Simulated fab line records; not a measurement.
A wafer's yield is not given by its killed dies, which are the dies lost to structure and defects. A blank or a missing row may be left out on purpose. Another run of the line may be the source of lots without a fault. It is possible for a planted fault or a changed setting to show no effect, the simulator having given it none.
8D (eight disciplines) problem report, filled in by code ; flow sky130 ; the parts of the form that need people (team, actions taken, sign-off) are left out

## 1. THE PROBLEM
On 2 wafers of 1 lot, sort_bin_3_pad_short at SKY_PAD_OPEN_PROBE_99 has a mean of 3.5 %; fault-free wafers read 0.9 %, standard deviation 0.39. That is +6.8 standard deviations from the usual mean.
Seen first at day 48 17:20 on prober-02, wafer L824.2. At this step, 15 wafers from 5 lots have a number in the record. The rule behind "out" and "out of limits": a value lying over 4 standard deviations away from the usual mean. The rest of the wafers with a number are treated as sound.

## 2. WHAT IT IS, WHAT IT ISN'T
question;is;is not
which readings at this step;sort_bin_3_pad_short;killed_at_M4_up, killed-at-contacts, killed-at-front-end, killed-at-other, killed-open, killed-short, sort_bin_5_function, sort_bin_6_memory
which lots;L824;L814, L832, L833, L835
which wafers of those lots;L824.2, L824.6;L824.1
read on which tools;prober-02;prober-01
when;from day 48 17:20;"up to then (4 sound wafers); but 9 sound wafers of L832, L833, L835 came after"

## 3. THE SUSPECTS, EACH WITH WHAT RULES IT OUT
Counting: if a tool at a process step up to the reading ran every lot that is out, it stays a suspect. Sound lots after the first of them don't rule it out here, since some wafers of a struck lot are sound.
- rie-diel-03 at SKY_VIA1_ETCH_15 (etches SiO2 in C4F8/O2/Ar, stops on TiN, target depth 351 nm, time 54 s): kept. It ran the lot that is out, L824 (day 37 19:53).
- cvd-w-01 at SKY_VIA1_CVD_21 (deposits W, target thk 270 nm, time 80.902 s): kept. It ran the lot that is out, L824 (day 37 20:35); its last sound lot up to then is L814 (day 34 11:23).
- pvd-sputter-03 at SKY_METAL2_SPUTTER_00 (material Ti, target thk 15 nm, time 10 s): kept. It ran the lot that is out, L824 (day 37 21:17); its last sound lot up to then is L814 (day 34 12:00).
- rie-metal-02 at SKY_METAL2_DESCUM_17 (chemistry O2, time 8 s): kept. It ran the lot that is out, L824 (day 38 22:58); its last sound lot up to then is L814 (day 35 14:10).
- rie-metal-02 at SKY_METAL2_ETCH_18 (etches BARC in N2/H2, stops on SiO2, time 45.9 s, target depth 60 nm): kept. It ran the lot that is out, L824 (day 38 22:59); its last sound lot up to then is L814 (day 35 14:14).
- plasma-asher-01 at SKY_METAL2_STRIP_20 (strips in O2/N2): kept. It ran the lot that is out, L824 (day 38 23:08).
- prober-02 at SKY_PAD_OPEN_PROBE_99: kept. It ran the lot that is out, L824 (day 48 17:17). Out on those wafers are its own readings of sort_bin_3_pad_short.
- Within rie-diel-03 at SKY_VIA1_ETCH_15: the wafers that are out ran in chambers 1, 2; their sound lot-mates ran in chamber 3.
- Within cvd-w-01 at SKY_VIA1_CVD_21, the wafers that are out were processed in chamber 0 and their sound lot-mates in chamber 1.
- Within rie-metal-02 at SKY_METAL2_DESCUM_17, the wafers that are out were processed in chamber 0 and their sound lot-mates in chamber 1.
- Within rie-metal-02 at SKY_METAL2_ETCH_18, the wafers that are out were processed in chamber 0 and their sound lot-mates in chamber 1.
- Within plasma-asher-01 at SKY_METAL2_STRIP_20, the wafers that are out were processed in chamber 0 and their sound lot-mates in chamber 1.
Left after counting: rie-diel-03 at SKY_VIA1_ETCH_15, cvd-w-01 at SKY_VIA1_CVD_21, pvd-sputter-03 at SKY_METAL2_SPUTTER_00, rie-metal-02 at SKY_METAL2_DESCUM_17, rie-metal-02 at SKY_METAL2_ETCH_18, plasma-asher-01 at SKY_METAL2_STRIP_20, prober-02 at SKY_PAD_OPEN_PROBE_99.

## 4. THE CAUSE (what the simulator had put in)
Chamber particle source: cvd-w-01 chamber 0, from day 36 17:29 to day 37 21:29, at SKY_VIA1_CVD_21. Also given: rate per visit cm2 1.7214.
Of the 7 suspects that counting leaves, this tool is one.

## 5. THE CHAIN OF EFFECTS, in route order
Rows list readings where the struck wafers' mean (over those with a number) sits beyond 3 standard deviations from the usual. Only readings for which the record gives a usual standard deviation are gone through. hours: the time from each lot's start at the first step in this table that gives one to its start at this step, as a median over the lots. sigmas: the change in usual standard deviations.
hours;step;reading;usual;on struck wafers;change;sigmas
0;SKY_PAD_OPEN_PROBE_99;killed_at_M0_to_M3;43;72;+29;+4.5
0;SKY_PAD_OPEN_PROBE_99;sort_bin_3_pad_short;0.9 %;3.5;+2.6;+6.8
Here are the process steps it includes:
- SKY_PAD_OPEN_PROBE_99

## 6. WHAT WOULD HAVE CAUGHT IT SOONER
288 hours passed between the start of the fault at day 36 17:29 and the first reading out of limits in this record, taken at day 48 17:20.
No tool reading at SKY_VIA1_CVD_21 that has a usual standard deviation in the record was out on any struck wafer, so an alarm limit of 4 standard deviations on those readings would not have fired.
Each of the lots that are out, 1 in all, had begun SKY_VIA1_CVD_21 on cvd-w-01 no later than day 48 17:20. Holding the tool at that point would not have protected any of them.
